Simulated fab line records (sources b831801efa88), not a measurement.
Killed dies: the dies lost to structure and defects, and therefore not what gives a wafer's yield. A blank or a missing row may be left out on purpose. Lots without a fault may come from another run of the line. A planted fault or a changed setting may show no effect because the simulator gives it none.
Split-lot study | flow sky130 | 23 wafers read across 5 lots, on a route 708 steps long

## ON THE SPLIT
At SKY_SONOS_ONO_ETCH_15 (etches the open film in CHF3/O2, target depth 19.52 nm, time 7.8 s), the setting timeS was moved away from the recipe's 7.8 s on 9 of the 23 wafers read, by -12.1% to +9.6%. All remaining wafers had this setting at the recipe value.

The reading is taken at the split's own step.

## THE READING
SONOS_ONO.featureDepthNm (the simulator's own value, which no gauge read), in nm, at SKY_SONOS_ONO_ETCH_15 (etches the open film in CHF3/O2, target depth 19.52 nm, time 7.8 s). No usual value for it is given in the file. Average 19.50 nm, standard deviation 0.13 nm, over the 14 wafers here run with the recipe.

wafer  | tool, chamber at the split | timeS as run, s | against the recipe | SONOS_ONO.featureDepthNm, nm | against lot-mates on the recipe
L076.2 | rieDiel-03, 2              | 7.8             | recipe             | 19.29                        | -
L076.3 | rieDiel-03, 1              | 7.8             | recipe             | 19.61                        | -
L076.4 | rieDiel-03, 0              | 7.8             | recipe             | 19.52                        | -
L080.1 | rieDiel-04, 1              | 7.8             | recipe             | 19.72                        | -
L080.2 | rieDiel-04, 2              | 7.401           | -5.1%              | 18.76                        | -0.91
L080.3 | rieDiel-04, 0              | 7.8             | recipe             | 19.62                        | -
L080.4 | rieDiel-04, 3              | 7.401           | -5.1%              | 18.61                        | -1.06
L080.6 | rieDiel-04, 0              | 7.401           | -5.1%              | 18.46                        | -1.21
L081.1 | rieDiel-02, 1              | 7.8             | recipe             | 19.3                         | -
L081.2 | rieDiel-02, 2              | 7.8             | recipe             | 19.59                        | -
L081.3 | rieDiel-02, 3              | 8.545           | +9.6%              | 21.47                        | +2.02
L081.4 | rieDiel-02, 0              | 8.545           | +9.6%              | 21.26                        | +1.82
L081.5 | rieDiel-02, 1              | 8.545           | +9.6%              | 21.13                        | +1.68
L082.1 | rieDiel-04, 2              | 6.856           | -12.1%             | 17.02                        | -2.42
L082.2 | rieDiel-04, 3              | 7.8             | recipe             | 19.41                        | -
L082.3 | rieDiel-04, 0              | 6.856           | -12.1%             | 17.05                        | -2.39
L082.4 | rieDiel-04, 1              | 7.8             | recipe             | 19.47                        | -
L082.6 | rieDiel-04, 1              | 6.856           | -12.1%             | 17.06                        | -2.38
L083.2 | rieDiel-04, 3              | 7.8             | recipe             | 19.41                        | -
L083.3 | rieDiel-04, 0              | 7.8             | recipe             | 19.55                        | -
L083.4 | rieDiel-04, 2              | 7.8             | recipe             | 19.42                        | -
L083.5 | rieDiel-04, 2              | 7.8             | recipe             | 19.43                        | -
L083.6 | rieDiel-04, 1              | 7.8             | recipe             | 19.71                        | -

THE FIT
A straight line over all 23 wafers: SONOS_ONO.featureDepthNm changes by +0.194 nm for each +1% of timeS; r = +0.99; the points scatter about the line by 0.14 nm.
The same after taking each lot's own level away (the mean of its wafers on the recipe; 23 wafers): +0.197 nm for each +1%; r = +1.00; scatter 0.12 nm.
On that fit, the largest move of timeS shifts the reading by 2.4 nm.
The lots' own levels span 19.440 to 19.670 nm, that is 1.7 times the standard deviation above.
So the lot-to-lot level changes the slope little: the two slopes agree.
Check: -2.39 nm against its lot-mates is what the line predicts for one of the wafers moved furthest among these (-12.1%) when that wafer is left out of the fit. Against them it came out at -2.42 nm.

## ADDITIONAL SPLITS CARRIED BY THESE WAFERS
These wafers also went through other splits before the reading. Each is held against what the fit with the lots' levels taken away leaves over:
other split on the same wafers     | wafers away from the commonest value | r with SONOS_ONO.featureDepthNm (lot level and that fit taken away)
SKY_SONOS_TUNNEL_EXPOSE_04 doseMj  | 11                                   | +0.05
SKY_SONOS_ONO_CVD_02 pressureMtorr | 10                                   | +0.05
SKY_SONOS_ONO_EXPOSE_10 doseMj     | 11                                   | +0.13

## FILE'S OWN FIT
SONOS_ONO.featureDepthNm changes by +0.197 nm for each +1% of timeS, r = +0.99.
